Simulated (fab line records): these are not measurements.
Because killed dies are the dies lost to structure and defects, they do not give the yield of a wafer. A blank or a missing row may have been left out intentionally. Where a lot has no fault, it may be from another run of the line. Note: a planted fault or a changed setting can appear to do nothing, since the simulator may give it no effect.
Matching of chambers || flow sfqLine || SFQ_TRILAYER_I4_CMP_CMP_100 on cmp-02 has 4 sister chambers
The step polishes SiO2. 16 wafers are shown with their chamber, then 8 later ones without.

## WAFERS PAIRED WITH THEIR CHAMBERS
{"wafer": "L924.1", "chamber": 2, "motorCurrentA (A)": 10.8, "timeToEndpointS (s)": 220}
{"wafer": "L924.3", "chamber": 3, "motorCurrentA (A)": 8.8, "timeToEndpointS (s)": 211}
{"wafer": "L924.5", "chamber": 2, "motorCurrentA (A)": 10.5, "timeToEndpointS (s)": 221}
{"wafer": "L925.3", "chamber": 3, "motorCurrentA (A)": 9.5, "timeToEndpointS (s)": 210}
{"wafer": "L925.5", "chamber": 1, "motorCurrentA (A)": 10.2, "timeToEndpointS (s)": 222}
{"wafer": "L925.6", "chamber": 0, "motorCurrentA (A)": 9.3, "timeToEndpointS (s)": 227}
{"wafer": "L936.1", "chamber": 3, "motorCurrentA (A)": 8.8, "timeToEndpointS (s)": 214}
{"wafer": "L936.2", "chamber": 0, "motorCurrentA (A)": 9.7, "timeToEndpointS (s)": 214}
{"wafer": "L936.3", "chamber": 2, "motorCurrentA (A)": 10.7, "timeToEndpointS (s)": 212}
{"wafer": "L937.3", "chamber": 0, "motorCurrentA (A)": 9.1, "timeToEndpointS (s)": 211}
{"wafer": "L937.5", "chamber": 3, "motorCurrentA (A)": 8.9, "timeToEndpointS (s)": 217}
{"wafer": "L937.6", "chamber": 0, "motorCurrentA (A)": 9.1, "timeToEndpointS (s)": 221}
{"wafer": "L940.1", "chamber": 2, "motorCurrentA (A)": 10.2, "timeToEndpointS (s)": 228}
{"wafer": "L940.2", "chamber": 0, "motorCurrentA (A)": 9.6, "timeToEndpointS (s)": 228}
{"wafer": "L940.4", "chamber": 1, "motorCurrentA (A)": 10.0, "timeToEndpointS (s)": 230}
{"wafer": "L942.3", "chamber": 3, "motorCurrentA (A)": 8.6, "timeToEndpointS (s)": 208}

SIGNATURES, as means of the wafers listed above
{"reading": "motorCurrentA", "chamber 0": 9.360, "chamber 1": 10.100, "chamber 2": 10.550, "chamber 3": 8.920, "scatter within a chamber": 0.29}
{"reading": "timeToEndpointS", "chamber 0": 220.20, "chamber 1": 226.00, "chamber 2": 220.25, "chamber 3": 212.00, "scatter within a chamber": 6.07}
Rule: a wafer's distance from a chamber is the root of the sum, over the readings, of the square of ((its reading less the chamber's mean) divided by the reading's scatter). The wafer belongs to the nearest chamber; if the next one is less than 2 further off, it can't be placed. The scatter: the root of (the sum of the squares of (reading less its chamber's mean) over the shown wafers, divided by (wafers less chambers)).

## WAFERS MISSING THEIR CHAMBER
{"wafer": "L942.5", "motorCurrentA (A)": 10.5, "timeToEndpointS (s)": 218}
{"wafer": "L942.6", "motorCurrentA (A)": 10.2, "timeToEndpointS (s)": 220}
{"wafer": "L943.1", "motorCurrentA (A)": 9.9, "timeToEndpointS (s)": 221}
{"wafer": "L943.2", "motorCurrentA (A)": 10.1, "timeToEndpointS (s)": 212}
{"wafer": "L943.5", "motorCurrentA (A)": 10.4, "timeToEndpointS (s)": 216}
{"wafer": "L946.1", "motorCurrentA (A)": 10.6, "timeToEndpointS (s)": 216}
{"wafer": "L946.2", "motorCurrentA (A)": 9.4, "timeToEndpointS (s)": 219}
{"wafer": "L946.5", "motorCurrentA (A)": 10.8, "timeToEndpointS (s)": 228}

## EACH ONE'S CHAMBER
{"wafer": "L942.5", "from the rows above": "can't be placed: 2 or 1", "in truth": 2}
{"wafer": "L942.6", "from the rows above": "can't be placed: 1 or 2 or 0", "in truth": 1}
{"wafer": "L943.1", "from the rows above": "can't be placed: 1 or 0 or 2", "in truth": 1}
{"wafer": "L943.2", "from the rows above": "can't be placed: 2 or 1 or 0", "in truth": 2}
{"wafer": "L943.5", "from the rows above": "can't be placed: 2 or 1", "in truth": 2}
{"wafer": "L946.1", "from the rows above": "can't be placed: 2 or 1", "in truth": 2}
{"wafer": "L946.2", "from the rows above": "can't be placed: 0 or 3", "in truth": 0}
{"wafer": "L946.5", "from the rows above": "can't be placed: 2 or 1", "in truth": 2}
0 of 8 placed correctly. From these rows, 8 cannot be placed; in 8 the true chamber is one of the candidates. 0 placed wrongly.
